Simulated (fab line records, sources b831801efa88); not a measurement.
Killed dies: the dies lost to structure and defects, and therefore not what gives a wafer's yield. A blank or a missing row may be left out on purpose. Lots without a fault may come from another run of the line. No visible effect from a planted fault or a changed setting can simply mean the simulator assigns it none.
Matching of chambers || flow sky130 || 4 sister chambers for SKY_VIA2_CMP_24 on cmp-02
The step polishes, stops on SiO2, t overpolish 20 s, target thk 0 nm. 8 wafers are shown with their chamber, then 12 later ones without.

WAFERS, EACH WITH ITS CHAMBER
{"wafer": "L085.3", "chamber": 1, "motor current A (A)": 10.8, "time to endpoint s (s)": 109}
{"wafer": "L086.1", "chamber": 0, "motor current A (A)": 12.7, "time to endpoint s (s)": 100}
{"wafer": "L086.6", "chamber": 3, "motor current A (A)": 11.4, "time to endpoint s (s)": 101}
{"wafer": "L087.3", "chamber": 0, "motor current A (A)": 13.1, "time to endpoint s (s)": 104}
{"wafer": "L087.6", "chamber": 1, "motor current A (A)": 10.4, "time to endpoint s (s)": 110}
{"wafer": "L088.2", "chamber": 3, "motor current A (A)": 11.2, "time to endpoint s (s)": 104}
{"wafer": "L088.3", "chamber": 2, "motor current A (A)": 12.5, "time to endpoint s (s)": 101}
{"wafer": "L088.5", "chamber": 2, "motor current A (A)": 12.6, "time to endpoint s (s)": 105}

WAFERS WITH NO CHAMBER GIVEN
{"wafer": "L089.4", "motor current A (A)": 11.9, "time to endpoint s (s)": 97}
{"wafer": "L089.5", "motor current A (A)": 10.5, "time to endpoint s (s)": 105}
{"wafer": "L089.6", "motor current A (A)": 11.6, "time to endpoint s (s)": 99}
{"wafer": "L093.2", "motor current A (A)": 11.3, "time to endpoint s (s)": 101}
{"wafer": "L093.3", "motor current A (A)": 12.6, "time to endpoint s (s)": 101}
{"wafer": "L093.4", "motor current A (A)": 11.5, "time to endpoint s (s)": 101}
{"wafer": "L094.1", "motor current A (A)": 13.5, "time to endpoint s (s)": 105}
{"wafer": "L094.4", "motor current A (A)": 10.1, "time to endpoint s (s)": 107}
{"wafer": "L094.6", "motor current A (A)": 11.9, "time to endpoint s (s)": 107}
{"wafer": "L096.3", "motor current A (A)": 11.4, "time to endpoint s (s)": 101}
{"wafer": "L096.4", "motor current A (A)": 12.8, "time to endpoint s (s)": 102}
{"wafer": "L096.5", "motor current A (A)": 10.6, "time to endpoint s (s)": 106}

THE CHAMBER EACH PASSED THROUGH
{"wafer": "L089.4", "from the rows above": "can't be placed: 3 or 2 or 0", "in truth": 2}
{"wafer": "L089.5", "from the rows above": "can't be placed: 1 or 3", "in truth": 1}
{"wafer": "L089.6", "from the rows above": 3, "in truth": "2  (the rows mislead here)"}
{"wafer": "L093.2", "from the rows above": 3, "in truth": 3}
{"wafer": "L093.3", "from the rows above": "can't be placed: 2 or 0", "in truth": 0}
{"wafer": "L093.4", "from the rows above": 3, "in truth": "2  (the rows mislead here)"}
{"wafer": "L094.1", "from the rows above": "can't be placed: 0 or 2", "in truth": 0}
{"wafer": "L094.4", "from the rows above": 1, "in truth": 1}
{"wafer": "L094.6", "from the rows above": "can't be placed: 3 or 2 or 0", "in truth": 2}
{"wafer": "L096.3", "from the rows above": 3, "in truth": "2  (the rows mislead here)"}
{"wafer": "L096.4", "from the rows above": "can't be placed: 0 or 2", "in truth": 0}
{"wafer": "L096.5", "from the rows above": 1, "in truth": 1}
3 of 12 placed correctly. These rows do not allow placing 6 (true chamber among the candidates in 6). 3 placed wrongly.
How it was worked out, from the rows above alone: a wafer's distance from a chamber is the root of the sum, over the readings, of the square of ((its reading less the chamber's mean) divided by the reading's scatter). The wafer belongs to the nearest chamber; if the next one is less than 2 further off, it can't be placed. The mean given for a chamber averages the wafers shown for that chamber. How the scatter is found: for the shown wafers, subtract from each reading the mean of its chamber, square and add these, divide the total by (wafers less chambers), then take the root.
